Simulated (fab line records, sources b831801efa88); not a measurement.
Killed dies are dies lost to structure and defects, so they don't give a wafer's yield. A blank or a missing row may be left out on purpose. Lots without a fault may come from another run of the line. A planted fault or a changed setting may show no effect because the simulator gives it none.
Which tool did it? | flow sky130 | 12 lots, 36 wafers sampled, at 3 steps of a route of 708

WHAT THE GAUGES READ, wafer by wafer
SKY_VIA1_RS_MEAS_22: measures by four-point-probe.
lot  | measured     | on            | VIA1_W_RS (ohm/sq)
L077 | day 34 23:01 | film_metro-02 | 0.427 0.415 0.426
L076 | day 35 00:35 | film_metro-02 | 0.423 0.425 0.414
L079 | day 35 13:00 | film_metro-02 | 0.414 0.429 0.426
L081 | day 35 23:14 | film_metro-04 | 0.427 0.429 0.431
L083 | day 36 18:29 | film_metro-03 | 0.430 0.424 0.424
L085 | day 37 18:17 | film_metro-04 | 0.417 0.417 0.417
L088 | day 39 15:17 | film_metro-04 | 0.431 0.430 0.434
L090 | day 39 19:05 | film_metro-03 | 0.435 0.435 0.431
L089 | day 39 20:38 | film_metro-04 | 0.419 0.431 0.431
L093 | day 39 22:57 | film_metro-04 | 0.429 0.430 0.431
L096 | day 41 11:32 | film_metro-04 | 0.414 0.416 0.430
L097 | day 41 15:19 | film_metro-04 | 0.429 0.418 0.431

WHICH TOOL RAN EACH LOT (tool, then ch and the chambers of the sampled wafers, then the start)
lot  | SKY_POLY_CUT_ETCH_11               | SKY_METAL1_SPUTTER_03
L077 | rie_diel-04 ch 2,3, day 25 07:47   | pvd_sputter-03, day 32 15:07
L076 | rie_diel-04 ch 0,3, day 25 08:22   | pvd_sputter-02, day 32 17:14
L079 | rie_diel-04 ch 1,2, day 25 23:20   | pvd_sputter-03, day 33 06:43
L081 | rie_diel-02 ch 0,1,3, day 26 09:35 | pvd_sputter-03, day 33 15:17
L083 | rie_diel-01 ch 0,1,2, day 27 04:45 | pvd_sputter-03, day 34 11:07
L085 | rie_diel-02 ch 1,2, day 28 05:38   | pvd_sputter-04, day 35 10:37
L088 | rie_diel-02 ch 1,2,3, day 30 08:33 | pvd_sputter-04, day 37 10:19
L090 | rie_diel-02 ch 0,2,3, day 30 12:51 | pvd_sputter-04, day 37 13:23
L089 | rie_diel-01 ch 0,2,3, day 30 13:30 | pvd_sputter-04, day 37 15:37
L093 | rie_diel-01 ch 0,1,3, day 30 17:26 | pvd_sputter-03, day 37 17:40
L096 | rie_diel-01 ch 1,2,3, day 32 12:33 | pvd_sputter-03, day 39 09:22
L097 | rie_diel-01 ch 0,2, day 32 15:30   | pvd_sputter-04, day 39 11:41
- SKY_POLY_CUT_ETCH_11: etches Si3N4 in CF4/CH2F2/Ar, stops on poly-Si, time 42.5 s, target depth 60 nm.
- SKY_METAL1_SPUTTER_03: material Ti, target thk 5 nm, time 3.3 s.

THE ANSWER, worked out from the rows above alone
Rule: what is usual is taken from the lots themselves. Put in order of their means at a reading, lots are off if they are a third of the lots or fewer, leave a main group of 4 or more, and stand apart from it by a gap of 3 or more times the standard deviation of the main group's means; of several such gaps the widest counts. A main group whose means are all the same, to the digits that the tables above print for the reading, isn't used. A lot without any number at a reading at which 4 lots or more have one is off too. The other lots that the step has rows for count as sound.
No lot is off at any reading shown: from this, nothing can be told.

WHAT THE SIMULATOR HAD PUT IN
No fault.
